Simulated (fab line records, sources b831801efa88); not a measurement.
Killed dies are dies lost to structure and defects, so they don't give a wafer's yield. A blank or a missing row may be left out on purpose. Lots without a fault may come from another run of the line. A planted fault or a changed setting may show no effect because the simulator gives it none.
Which tool did it? | flow gf180mcu | 7 lots, 19 wafers sampled, at 3 steps of a route of 602

WHAT THE GAUGES READ, wafer by wafer
GF_V3_THK_MEAS_01.
lot  | measured     | on            | V3_CVD_00_THK (nm)
L632 | day 21 19:49 | film_metro-01 | 606 596 600
L636 | day 23 09:02 | film_metro-01 | 593 606 594
L639 | day 24 20:13 | film_metro-01 | 610 619 608
L641 | day 25 17:22 | film_metro-01 | 600 601 600
L644 | day 26 12:25 | film_metro-03 | 606 612
L647 | day 27 08:26 | film_metro-04 | 599 605
L652 | day 28 11:47 | film_metro-04 | 594 610 611

WHICH TOOL RAN EACH LOT (tool, then ch and the chambers of the sampled wafers, then the start)
lot  | GF_STI_CMP_25                | GF_M3_SPUTTER_04
L632 | cmp-01 ch 1,3, day 2 09:18   | pvd_sputter-04, day 20 18:47
L636 | cmp-02 ch 0,2,3, day 3 07:41 | pvd_sputter-02, day 22 09:02
L639 | cmp-01 ch 0,2,3, day 3 21:36 | pvd_sputter-02, day 23 21:37
L641 | cmp-01 ch 2,3, day 4 07:41   | pvd_sputter-02, day 24 18:48
L644 | cmp-01 ch 1,2, day 4 22:56   | pvd_sputter-04, day 25 13:30
L647 | cmp-01 ch 1, day 5 15:49     | pvd_sputter-02, day 26 11:04
L652 | cmp-02 ch 0,1,3, day 6 17:49 | pvd_sputter-02, day 27 14:45
- GF_STI_CMP_25: polishes, stops on Si3N4, t overpolish 33 s, target thk 524.6 nm.
- GF_M3_SPUTTER_04: material TiN, target thk 50 nm, time 41.7 s.

THE ANSWER, worked out from the rows above alone
Rule: what is usual is taken from the lots themselves. Put in order of their means at a reading, lots are off if they are a third of the lots or fewer, leave a main group of 4 or more, and stand apart from it by a gap of 3 or more times the standard deviation of the main group's means; of several such gaps the widest counts. A main group whose means are all the same, to the digits that the tables above print for the reading, isn't used. A lot without any number at a reading at which 4 lots or more have one is off too. The other lots that the step has rows for count as sound.
No lot is off at any reading shown: from this, nothing can be told.

WHAT THE SIMULATOR HAD PUT IN
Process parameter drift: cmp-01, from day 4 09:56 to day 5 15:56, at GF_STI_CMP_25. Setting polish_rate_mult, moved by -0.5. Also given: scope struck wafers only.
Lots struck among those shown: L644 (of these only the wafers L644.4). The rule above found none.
